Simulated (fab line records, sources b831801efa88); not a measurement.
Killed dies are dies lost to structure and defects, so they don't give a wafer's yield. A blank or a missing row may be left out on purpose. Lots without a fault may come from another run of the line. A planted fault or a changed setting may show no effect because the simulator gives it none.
A struck lot beside a sound one | flow sky130 | 21 steps out of a route of 708
Sound: wafers L746.1, L746.4, L746.6. Struck: wafer L750.4. (L750.1, L750.2 of the same lot were not struck and are left out.) The cause comes at the end.
At each step with rows: each side's tool, then ch and its chambers, then its first start. Under that, the readings that differ: sound wafers | struck wafers | difference of the means | sigmas: that difference in standard deviations of wafers without a fault.
alike: readings whose means differ by less than 2 such deviations, and words and numbers that are the same on both sides. not compared: withheld readings, readings that some wafer has no value for, bounds like >300 that may hide the same value, and numbers for which the record gives no deviation and whose values overlap.
The two part at a step that has a row with sigmas, a row that says differs or no value, or rows on one side only. Numbers that don't overlap but have no deviation are shown without sigmas and don't part them. A reading that every wafer of one side lacks parts them only if that side has two wafers or more.

first, 4 steps without rows for these wafers: SKY_METAL2_STRIP_21 (strips in post etch residue remover, time 1200 s); SKY_METAL2_CLEAN_22 (cleans in IPA, time 180 s); SKY_METAL2_CLEAN_23 (cleans in O3/DIW); SKY_VIA2_HDPCVD_00 (deposits SiO2, target thk 1180 nm, time 196.7 s).
SKY_VIA2_THK_MEAS_01:
  sound on film_metro-02, day 36 23:17; struck on film_metro-01, day 37 23:17
  alike: VIA2_HDPCVD_THK
SKY_VIA2_CMP_02: polishes SiO2.
  sound on cmp-01 ch 0,1, day 36 23:24; struck on cmp-01 ch 0, day 37 23:21
  alike: motor_current_A
SKY_VIA2_BOW_MEAS_03:
  sound on film_metro-01, day 36 23:39; struck on film_metro-04, day 37 23:39
  alike: VIA2_BOW
then, 5 steps without rows for these wafers: SKY_VIA2_DEHYDRATE_04 (time 60 s); SKY_VIA2_HMDS_05 (prime time 60 s); SKY_VIA2_COAT_06 (resist thk 60 nm); SKY_VIA2_COAT_07 (resist thk 450 nm); SKY_VIA2_SOFTBAKE_08 (time 90 s).
SKY_VIA2_EXPOSE_09: exposes mask VIM2, target cd 200 nm.
  sound on krf_scanner-02 ch 0, day 37 13:02; struck on krf_scanner-01 ch 0, day 38 12:56
  alike: mask, stage_vel_mm_s
then, 2 steps without rows for these wafers: SKY_VIA2_PEB_10; SKY_VIA2_DEVELOP_11 (develop time 60 s).
SKY_VIA2_CD_MEAS_12: target cd 200 nm.
  sound on cd_sem-02, day 38 01:23; struck on cd_sem-02, day 39 00:44
  reading    | sound             | struck | difference | sigmas
  cd_nm (nm) | 198.6 198.1 196.7 | 168.9  | -28.9      | -18
SKY_VIA2_OVL_MEAS_13:
  sound on overlay-02, day 38 01:31; struck on overlay-01, day 39 00:52
  alike: VIA2_OVL
SKY_VIA2_ETCH_14: etches BARC in N2/H2, stops on SiO2, time 45.9 s, target depth 60 nm.
  sound on rie_diel-03 ch 2,3, day 38 01:32; struck on rie_diel-04 ch 0, day 39 00:53
  reading               | sound           | struck | difference | sigmas
  model.VIA2.cd_nm (nm) | 198.4 197.7 197 | 169.8  | -27.9      |
  alike: drypump_motor_current_A, oes_product_au, throttle_valve_pct
  not compared: rf_hours_counter_h
SKY_VIA2_ETCH_15: etches SiO2 in C4F8/O2/Ar, stops on TiN, target depth 546 nm, time 84 s.
  sound on rie_diel-03 ch 2,3, day 38 01:35; struck on rie_diel-04 ch 0, day 39 00:56
  reading               | sound           | struck | difference | sigmas
  model.VIA2.cd_nm (nm) | 192.4 198.7 191 | 170.1  | -23.9      |
  alike: oes_product_au
  not compared: rf_hours_counter_h
SKY_VIA2_STRIP_16: strips in O2/N2.
  sound on plasma_asher-02 ch 0, day 38 01:39; struck on plasma_asher-01 ch 1, day 39 01:00
  reading                      | sound             | struck | difference | sigmas
  strip_time_to_endpoint_s (s) | 4.042 4.079 4.058 | 4.019  | -0.041     | -2
  alike: drypump_motor_current_A, oes_product_au
  not compared: rf_hours_counter_h
-- the record jumps here: 9 days lie between the struck wafers' starts before and after (it left off in module VIA2 and takes up again in module PAD_OPEN, whose first step shown is number 708 of the route) --
SKY_PAD_OPEN_PROBE_99:
  sound on prober-02, day 47 03:35; struck on prober-02, day 47 21:34
  reading                       | sound             | struck | difference | sigmas
  model.etest.via2_chain.rc_ohm | 11.04 9.524 11.02 | 13.56  | +3.03      |

WHERE THEY PART
First at SKY_VIA2_CD_MEAS_12; last, within this record, at SKY_VIA2_STRIP_16.

WHY: what the simulator had put in
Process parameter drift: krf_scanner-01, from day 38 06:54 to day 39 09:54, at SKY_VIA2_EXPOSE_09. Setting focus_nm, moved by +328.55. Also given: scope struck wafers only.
